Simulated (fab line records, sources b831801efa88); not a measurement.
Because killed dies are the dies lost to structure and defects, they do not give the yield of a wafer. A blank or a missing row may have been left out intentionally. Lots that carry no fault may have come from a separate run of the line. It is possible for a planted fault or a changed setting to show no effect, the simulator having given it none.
A struck lot beside a sound one / flow sfqLine / 42 out of 325 route steps
Sound: wafers L693.3, L693.4, L693.6. Struck: wafer L704.5. (L704.3 of the same lot was not struck and is left out.) The cause comes at the end.
Each step with rows lists, per side, the tool, then ch with its chambers, then its first start. Under that, the readings that differ: sound wafers / struck wafers / difference of the means / sigmas: that difference in standard deviations of wafers without a fault.
alike: same words and numbers on both sides, and readings whose means sit less than 2 such deviations apart. not compared: any withheld reading, any reading some wafer has no value for, any bound like >300 that may hide the same value, and any number with overlapping values for which the record gives no deviation.
A row with sigmas, a row that says differs or no value, or rows on one side alone: a step with any of these is where the two part. Numbers that don't overlap but have no deviation are shown without sigmas and don't part them. A reading missing from all wafers of one side parts the sides only when that side holds two or more wafers.

first, 6 steps without rows for these wafers: SFQ_TRILAYER_M3_LITHO_COAT_080 (resist thk 62 nm); SFQ_TRILAYER_M3_LITHO_COAT_075 (resist thk 600 nm); SFQ_TRILAYER_M3_LITHO_SOFTBAKE_079; SFQ_TRILAYER_M3_LITHO_EXPOSE_076 (exposes mask M3, target cd 500 nm); SFQ_TRILAYER_M3_LITHO_PEB_078 (peb time 60 s); SFQ_TRILAYER_M3_LITHO_DEVELOP_077 (time 60 s).
SFQ_M3_OVL_MEAS_921:
  struck on overlay-02, day 43 13:47; sound on overlay-01, day 40 21:11
  alike: M3_OVL
then, 1 step without rows for these wafers: SFQ_TRILAYER_M3_BARC_OPEN_METAL_ETCH_100 (etches BARC in O2, target depth 125 nm, time 41.7 s).
SFQ_TRILAYER_M3_ETCH_METAL_ETCH_078: etches Nb in Cl2/Ar, stops on SiO2, target depth 240 nm, time 120 s.
  sound on rieMetal-04 ch 0,1, day 40 21:19; struck on rieMetal-02 ch 1, day 43 13:55
  alike: drypumpMotorCurrentA, oesProductAu
  not compared: rfHoursCounterH
SFQ_TRILAYER_M3_STRIP_STRIP_079: strips in O2.
  sound on rieMetal-04 ch 0,1, day 40 21:36; struck on rieMetal-02 ch 1, day 43 14:12
  alike: drypumpMotorCurrentA, oesProductAu
  not compared: rfHoursCounterH
then, 2 steps without rows for these wafers: SFQ_TRILAYER_M3_STRIP_SOLV_CLEAN_080 (cleans in NMP, time 600 s); SFQ_TRILAYER_I3_DEP_PECVD_081 (deposits SiO2 from SiH4/N2O, time 111.11 s, target thk 500 nm).
SFQ_TRILAYER_I3_CMP_CMP_082: polishes SiO2.
  sound on cmp-02 ch 0,2,3, day 41 05:58; struck on cmp-01 ch 3, day 44 01:56
reading=model.SiO2_of_TRILAYER_I3_DEP_PECVD_081.thkNm (nm); sound=198.9 199.7 199.5; struck=249.9; difference=+50.5; sigmas=
  alike: motorCurrentA, timeToEndpointS
SFQ_I3_BOW_MEAS_922:
  struck on filmMetro-03, day 44 05:22; sound on filmMetro-01, day 41 08:01
  not compared: I3_BOW
SFQ_TRILAYER_I3_METRO_MEASURE_083:
  struck on filmMetro-03, day 44 09:29; sound on filmMetro-01, day 41 08:29
reading=thkNm (nm); sound=198.9 199.7 199.5; struck=250.0; difference=+50.6; sigmas=+39
then, 6 steps without rows for these wafers: SFQ_TRILAYER_I3_VIA_LITHO_COAT_090 (resist thk 62 nm); SFQ_TRILAYER_I3_VIA_LITHO_COAT_085 (resist thk 650 nm); SFQ_TRILAYER_I3_VIA_LITHO_SOFTBAKE_089; SFQ_TRILAYER_I3_VIA_LITHO_EXPOSE_086 (exposes mask I3, target cd 500 nm); SFQ_TRILAYER_I3_VIA_LITHO_PEB_088 (peb time 60 s); SFQ_TRILAYER_I3_VIA_LITHO_DEVELOP_087 (time 60 s).
SFQ_I3_OVL_MEAS_923:
  struck on overlay-02, day 44 23:16; sound on overlay-01, day 41 11:34
  alike: I3_OVL
then, 1 step without rows for these wafers: SFQ_TRILAYER_I3_VIA_BARC_OPEN_VIA_ETCH_121 (etches BARC in O2, target depth 125 nm, time 41.7 s).
SFQ_TRILAYER_I3_VIA_ETCH_VIA_ETCH_088: etches SiO2 in CHF3, stops on Nb, target depth 260 nm.
  sound on rieDiel-03 ch 1,2,3, day 41 11:37; struck on rieDiel-03 ch 2, day 44 23:20
reading=drypumpMotorCurrentA (A); sound=5.1 6.1 4.8; struck=6.1; difference=+0.8; sigmas=+2
reading=oesProductAu (a.u.); sound=0.844 0.860 0.853; struck=0.972; difference=+0.120; sigmas=+24
reading=model.I3.featureDepthNm (nm); sound=198.9 199.7 199.5; struck=249.9; difference=+50.5; sigmas=
reading=model.etch.depthNm (nm); sound=198.9 199.7 199.5; struck=249.9; difference=+50.5; sigmas=
SFQ_TRILAYER_I3_VIA_STRIP_STRIP_089: strips in O2.
  sound on rieMetal-04 ch 0,1, day 41 11:56; struck on rieMetal-04 ch 0, day 44 23:38
  alike: drypumpMotorCurrentA, oesProductAu
  not compared: rfHoursCounterH
then, 1 step without rows for these wafers: SFQ_TRILAYER_I3_VIA_STRIP_SOLV_CLEAN_090 (cleans in NMP, time 600 s).
SFQ_TRILAYER_M4_DEP_PRE_CLEAN_092: time 22.5 s.
  struck on pvdSputter-06, day 45 00:13; sound on pvdSputter-04, day 41 12:31
reading=model.SiO2_of_TRILAYER_I3_DEP_PECVD_081.thkNm (nm); sound=191.4 192.2 192; struck=242.4; difference=+50.5; sigmas=
  alike: biasV
SFQ_TRILAYER_M4_DEP_SPUTTER_091: material Nb, target thk 200 nm, time 133.3 s.
  struck on pvdSputter-06, day 45 00:15; sound on pvdSputter-04, day 41 12:32
  alike: throttleValvePct
SFQ_M4_RS_MEAS_924: the measuring method here is four-point-probe.
  struck on filmMetro-03, day 45 00:23; sound on filmMetro-01, day 41 12:40
  alike: M4_NB_RS
then, 6 steps without rows for these wafers: SFQ_TRILAYER_M4_LITHO_COAT_098 (resist thk 62 nm); SFQ_TRILAYER_M4_LITHO_COAT_093 (resist thk 600 nm); SFQ_TRILAYER_M4_LITHO_SOFTBAKE_097; SFQ_TRILAYER_M4_LITHO_EXPOSE_094 (exposes mask M4, target cd 500 nm); SFQ_TRILAYER_M4_LITHO_PEB_096 (peb time 60 s); SFQ_TRILAYER_M4_LITHO_DEVELOP_095 (time 60 s).
SFQ_M4_OVL_MEAS_926:
  struck on overlay-02, day 45 18:34; sound on overlay-02, day 41 16:16
  alike: M4_OVL
SFQ_TRILAYER_M4_BARC_OPEN_METAL_ETCH_123: etches BARC in O2, target depth 125 nm, time 41.7 s.
  sound on rieMetal-02 ch 0,1, day 41 16:19; struck on rieMetal-03 ch 0, day 45 18:37
  alike: drypumpMotorCurrentA, oesProductAu
  not compared: rfHoursCounterH
then, 4 steps without rows for these wafers: SFQ_TRILAYER_M4_ETCH_METAL_ETCH_096 (etches Nb in Cl2/Ar, stops on SiO2, target depth 240 nm, time 120 s); SFQ_TRILAYER_M4_STRIP_STRIP_097 (strips in O2); SFQ_TRILAYER_M4_STRIP_SOLV_CLEAN_098 (cleans in NMP, time 600 s); SFQ_TRILAYER_I4_DEP_PECVD_099 (deposits SiO2 from SiH4/N2O, time 111.11 s, target thk 500 nm).
-- the record jumps here: 40 days lie between the struck wafers' starts before and after --
SFQ_M8_BOW_MEAS_951:
  struck on filmMetro-01, day 85 06:40; sound on filmMetro-02, day 77 13:16
reading=model.etest.i3.linkOhm; sound=1.947 1.956 1.951; struck=1.972; difference=+0.021; sigmas=
  alike: M8_BOW

## WHERE THEY PART
First at SFQ_TRILAYER_I3_METRO_MEASURE_083; last, within this record, at SFQ_TRILAYER_I3_VIA_ETCH_VIA_ETCH_088. Later steps at which nothing parts them and some readings are alike: SFQ_TRILAYER_I3_VIA_STRIP_STRIP_089, SFQ_TRILAYER_M4_DEP_PRE_CLEAN_092, SFQ_TRILAYER_M4_DEP_SPUTTER_091, SFQ_M4_RS_MEAS_924, SFQ_M4_OVL_MEAS_926, SFQ_TRILAYER_M4_BARC_OPEN_METAL_ETCH_123, SFQ_M8_BOW_MEAS_951.

WHY: the cause the simulator had injected
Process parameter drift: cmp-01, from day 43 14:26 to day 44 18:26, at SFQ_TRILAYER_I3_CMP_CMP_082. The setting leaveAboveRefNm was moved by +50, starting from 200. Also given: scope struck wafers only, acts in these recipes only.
